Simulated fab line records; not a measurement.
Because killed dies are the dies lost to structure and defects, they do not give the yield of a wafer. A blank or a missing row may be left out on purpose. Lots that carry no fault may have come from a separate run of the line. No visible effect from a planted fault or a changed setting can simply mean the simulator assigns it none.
The tool behind it: which one? || flow gf180mcu || 12 lots with 36 wafers sampled at 4 steps, on a route of 602 steps

== WHAT EACH GAUGE READ, for each wafer ==
GF_M4_CD_MEAS_14: target cd 280 nm. Usual: 280.4 nm for cd nm, sd 1.2.
{"lot": "L770", "measured": "day 23 21:20", "on": "cd sem-01", "cd nm (nm)": "280.9 281.5 281.1", "flag": ""}
{"lot": "L771", "measured": "day 24 00:19", "on": "cd sem-01", "cd nm (nm)": "279.5 279.7 279.6", "flag": ""}
{"lot": "L772", "measured": "day 24 12:14", "on": "cd sem-01", "cd nm (nm)": "279.9 279.5 279.7", "flag": ""}
{"lot": "L774", "measured": "day 25 03:59", "on": "cd sem-01", "cd nm (nm)": "280.1 280.8 280.5", "flag": ""}
{"lot": "L776", "measured": "day 25 22:40", "on": "cd sem-02", "cd nm (nm)": "290.6 291.1 289.3", "flag": "OFF"}
{"lot": "L777", "measured": "day 26 06:38", "on": "cd sem-02", "cd nm (nm)": "291.3 289.4 290.3", "flag": "OFF"}
{"lot": "L782", "measured": "day 27 16:38", "on": "cd sem-01", "cd nm (nm)": "278.9 279.3 278.5", "flag": ""}
{"lot": "L785", "measured": "day 28 19:55", "on": "cd sem-02", "cd nm (nm)": "279.8 279.6 280.7", "flag": ""}
{"lot": "L787", "measured": "day 29 15:03", "on": "cd sem-02", "cd nm (nm)": "280.7 279.8 280.2", "flag": ""}
{"lot": "L788", "measured": "day 29 15:30", "on": "cd sem-02", "cd nm (nm)": "281.6 281.1 281.3", "flag": ""}
{"lot": "L791", "measured": "day 30 10:41", "on": "cd sem-02", "cd nm (nm)": "282.7 282.7 281.3", "flag": ""}
{"lot": "L792", "measured": "day 30 16:44", "on": "cd sem-02", "cd nm (nm)": "281.8 278.7 279.9", "flag": ""}

== WHICH TOOL RAN EACH LOT (tool, then ch and the chambers of the sampled wafers, then the start) ==
{"lot": "L770", "GF_M4_SPUTTER_02": "pvd sputter-02, day 22 22:37", "GF_M4_SPUTTER_03": "pvd sputter-02, day 22 22:38", "GF_M4_SOFTBAKE_10": "litho track-04 ch 0, day 23 10:05"}
{"lot": "L771", "GF_M4_SPUTTER_02": "pvd sputter-02, day 23 02:21", "GF_M4_SPUTTER_03": "pvd sputter-02, day 23 02:23", "GF_M4_SOFTBAKE_10": "litho track-04 ch 0, day 23 13:32"}
{"lot": "L772", "GF_M4_SPUTTER_02": "pvd sputter-04, day 23 13:46", "GF_M4_SPUTTER_03": "pvd sputter-04, day 23 13:48", "GF_M4_SOFTBAKE_10": "litho track-02 ch 0, day 24 00:44"}
{"lot": "L774", "GF_M4_SPUTTER_02": "pvd sputter-01, day 24 05:39", "GF_M4_SPUTTER_03": "pvd sputter-01, day 24 05:41", "GF_M4_SOFTBAKE_10": "litho track-04 ch 0, day 24 17:30"}
{"lot": "L776", "GF_M4_SPUTTER_02": "pvd sputter-02, day 25 01:25", "GF_M4_SPUTTER_03": "pvd sputter-02, day 25 01:27", "GF_M4_SOFTBAKE_10": "litho track-04 ch 0, day 25 11:41"}
{"lot": "L777", "GF_M4_SPUTTER_02": "pvd sputter-04, day 25 09:28", "GF_M4_SPUTTER_03": "pvd sputter-04, day 25 09:30", "GF_M4_SOFTBAKE_10": "litho track-04 ch 0, day 25 20:26"}
{"lot": "L782", "GF_M4_SPUTTER_02": "pvd sputter-01, day 26 21:13", "GF_M4_SPUTTER_03": "pvd sputter-01, day 26 21:15", "GF_M4_SOFTBAKE_10": "litho track-01 ch 0, day 27 06:46"}
{"lot": "L785", "GF_M4_SPUTTER_02": "pvd sputter-04, day 28 00:19", "GF_M4_SPUTTER_03": "pvd sputter-04, day 28 00:21", "GF_M4_SOFTBAKE_10": "litho track-01 ch 0, day 28 10:13"}
{"lot": "L787", "GF_M4_SPUTTER_02": "pvd sputter-02, day 28 20:22", "GF_M4_SPUTTER_03": "pvd sputter-02, day 28 20:24", "GF_M4_SOFTBAKE_10": "litho track-01 ch 0, day 29 05:53"}
{"lot": "L788", "GF_M4_SPUTTER_02": "pvd sputter-04, day 28 20:22", "GF_M4_SPUTTER_03": "pvd sputter-04, day 28 20:24", "GF_M4_SOFTBAKE_10": "litho track-04 ch 0, day 29 06:02"}
{"lot": "L791", "GF_M4_SPUTTER_02": "pvd sputter-02, day 29 15:47", "GF_M4_SPUTTER_03": "pvd sputter-02, day 29 15:49", "GF_M4_SOFTBAKE_10": "litho track-04 ch 0, day 30 01:04"}
{"lot": "L792", "GF_M4_SPUTTER_02": "pvd sputter-02, day 29 22:36", "GF_M4_SPUTTER_03": "pvd sputter-02, day 29 22:38", "GF_M4_SOFTBAKE_10": "litho track-04 ch 0, day 30 07:57"}
- GF_M4_SPUTTER_02: material AlCu, target thk 450 nm, time 23.9 s.
- GF_M4_SPUTTER_03: material Ti, target thk 10 nm, time 6.7 s.
- GF_M4_SOFTBAKE_10: time 60 s.

== WHAT THE TOOLS THEMSELVES READ (means of the sampled wafers that have a number; where no wafer has one, the mark that the record gives instead) ==
GF_M4_SPUTTER_02. Usual: chamber pressure pa 0.4000 Pa, standard deviation 0.00077; throttle valve pct 30.0 %, standard deviation 1.2.
{"lot": "L770", "tool": "pvd sputter-02", "chamber pressure pa (Pa)": 0.4002, "throttle valve pct (%)": 30.5, "flag": ""}
{"lot": "L771", "tool": "pvd sputter-02", "chamber pressure pa (Pa)": 0.3999, "throttle valve pct (%)": 30.6, "flag": ""}
{"lot": "L772", "tool": "pvd sputter-04", "chamber pressure pa (Pa)": 0.4001, "throttle valve pct (%)": 29.9, "flag": ""}
{"lot": "L774", "tool": "pvd sputter-01", "chamber pressure pa (Pa)": 0.3997, "throttle valve pct (%)": 29.5, "flag": ""}
{"lot": "L776", "tool": "pvd sputter-02", "chamber pressure pa (Pa)": 0.4000, "throttle valve pct (%)": 30.3, "flag": ""}
{"lot": "L777", "tool": "pvd sputter-04", "chamber pressure pa (Pa)": 0.4002, "throttle valve pct (%)": 30.2, "flag": ""}
{"lot": "L782", "tool": "pvd sputter-01", "chamber pressure pa (Pa)": 0.4002, "throttle valve pct (%)": 29.7, "flag": ""}
{"lot": "L785", "tool": "pvd sputter-04", "chamber pressure pa (Pa)": 0.3999, "throttle valve pct (%)": 29.0, "flag": ""}
{"lot": "L787", "tool": "pvd sputter-02", "chamber pressure pa (Pa)": 0.4008, "throttle valve pct (%)": 30.3, "flag": ""}
{"lot": "L788", "tool": "pvd sputter-04", "chamber pressure pa (Pa)": 0.3993, "throttle valve pct (%)": 30.3, "flag": ""}
{"lot": "L791", "tool": "pvd sputter-02", "chamber pressure pa (Pa)": 0.4002, "throttle valve pct (%)": 30.5, "flag": ""}
{"lot": "L792", "tool": "pvd sputter-02", "chamber pressure pa (Pa)": 0.4000, "throttle valve pct (%)": 31.1, "flag": ""}

GF_M4_SPUTTER_03. Usual: chamber pressure pa 0.3001 Pa, standard deviation 0.00063; throttle valve pct 30.0 %, standard deviation 1.2.
{"lot": "L770", "tool": "pvd sputter-02", "chamber pressure pa (Pa)": 0.3001, "throttle valve pct (%)": 30.6, "flag": ""}
{"lot": "L771", "tool": "pvd sputter-02", "chamber pressure pa (Pa)": 0.3006, "throttle valve pct (%)": 30.7, "flag": ""}
{"lot": "L772", "tool": "pvd sputter-04", "chamber pressure pa (Pa)": 0.3002, "throttle valve pct (%)": 30.0, "flag": ""}
{"lot": "L774", "tool": "pvd sputter-01", "chamber pressure pa (Pa)": 0.3001, "throttle valve pct (%)": 29.5, "flag": ""}
{"lot": "L776", "tool": "pvd sputter-02", "chamber pressure pa (Pa)": 0.3000, "throttle valve pct (%)": 30.1, "flag": ""}
{"lot": "L777", "tool": "pvd sputter-04", "chamber pressure pa (Pa)": 0.2996, "throttle valve pct (%)": 30.1, "flag": ""}
{"lot": "L782", "tool": "pvd sputter-01", "chamber pressure pa (Pa)": 0.2996, "throttle valve pct (%)": 29.6, "flag": ""}
{"lot": "L785", "tool": "pvd sputter-04", "chamber pressure pa (Pa)": 0.2999, "throttle valve pct (%)": 29.0, "flag": ""}
{"lot": "L787", "tool": "pvd sputter-02", "chamber pressure pa (Pa)": 0.3003, "throttle valve pct (%)": 30.5, "flag": ""}
{"lot": "L788", "tool": "pvd sputter-04", "chamber pressure pa (Pa)": 0.3007, "throttle valve pct (%)": 30.2, "flag": ""}
{"lot": "L791", "tool": "pvd sputter-02", "chamber pressure pa (Pa)": 0.2999, "throttle valve pct (%)": 30.4, "flag": ""}
{"lot": "L792", "tool": "pvd sputter-02", "chamber pressure pa (Pa)": 0.2997, "throttle valve pct (%)": 31.2, "flag": ""}

GF_M4_SOFTBAKE_10. Usual: heater power total W 93.05 W, standard deviation 0.057; plate temp C 130.00 C, standard deviation 0.12.
{"lot": "L770", "tool": "litho track-04", "heater power total W (W)": 93.07, "plate temp C (C)": 129.97, "flag": ""}
{"lot": "L771", "tool": "litho track-04", "heater power total W (W)": 93.08, "plate temp C (C)": 129.98, "flag": ""}
{"lot": "L772", "tool": "litho track-02", "heater power total W (W)": 93.03, "plate temp C (C)": 129.87, "flag": ""}
{"lot": "L774", "tool": "litho track-04", "heater power total W (W)": 93.05, "plate temp C (C)": 130.03, "flag": ""}
{"lot": "L776", "tool": "litho track-04", "heater power total W (W)": 89.11, "plate temp C (C)": 125.70, "flag": "OFF"}
{"lot": "L777", "tool": "litho track-04", "heater power total W (W)": 89.18, "plate temp C (C)": 125.72, "flag": "OFF"}
{"lot": "L782", "tool": "litho track-01", "heater power total W (W)": 93.01, "plate temp C (C)": 130.04, "flag": ""}
{"lot": "L785", "tool": "litho track-01", "heater power total W (W)": 93.11, "plate temp C (C)": 130.13, "flag": ""}
{"lot": "L787", "tool": "litho track-01", "heater power total W (W)": 93.07, "plate temp C (C)": 129.91, "flag": ""}
{"lot": "L788", "tool": "litho track-04", "heater power total W (W)": 93.08, "plate temp C (C)": 130.09, "flag": ""}
{"lot": "L791", "tool": "litho track-04", "heater power total W (W)": 93.01, "plate temp C (C)": 130.11, "flag": ""}
{"lot": "L792", "tool": "litho track-04", "heater power total W (W)": 93.04, "plate temp C (C)": 130.19, "flag": ""}

== THE ANSWER, worked out from the rows above alone ==
Rule: a lot counts as off when the mean over its wafers that have a number is more than 3 standard deviations away from the usual mean. Also off: a lot with no number at a reading for which 4 or more lots have one. Any other lot the step has rows for is counted as sound. First the gauges in route order, then the tools' own readings, where a lot's mean is used as printed above. At the first step where some lot is off, the reading lying furthest off is the one used; lots without a number count as furthest.
Off: L776, L777, at GF_M4_CD_MEAS_14 (cd nm).
If a tool, at a process step before that reading, ran all the lots that are off and no sound lot after the first of them, it fits. The gauges at GF_M4_CD_MEAS_14 aren't tried: what is off there is off at GF_M4_SOFTBAKE_10 too, on other tools, and a gauge's error can't cause that. Of those tried, none fits.

== WHAT THE SIMULATOR HAD INSERTED ==
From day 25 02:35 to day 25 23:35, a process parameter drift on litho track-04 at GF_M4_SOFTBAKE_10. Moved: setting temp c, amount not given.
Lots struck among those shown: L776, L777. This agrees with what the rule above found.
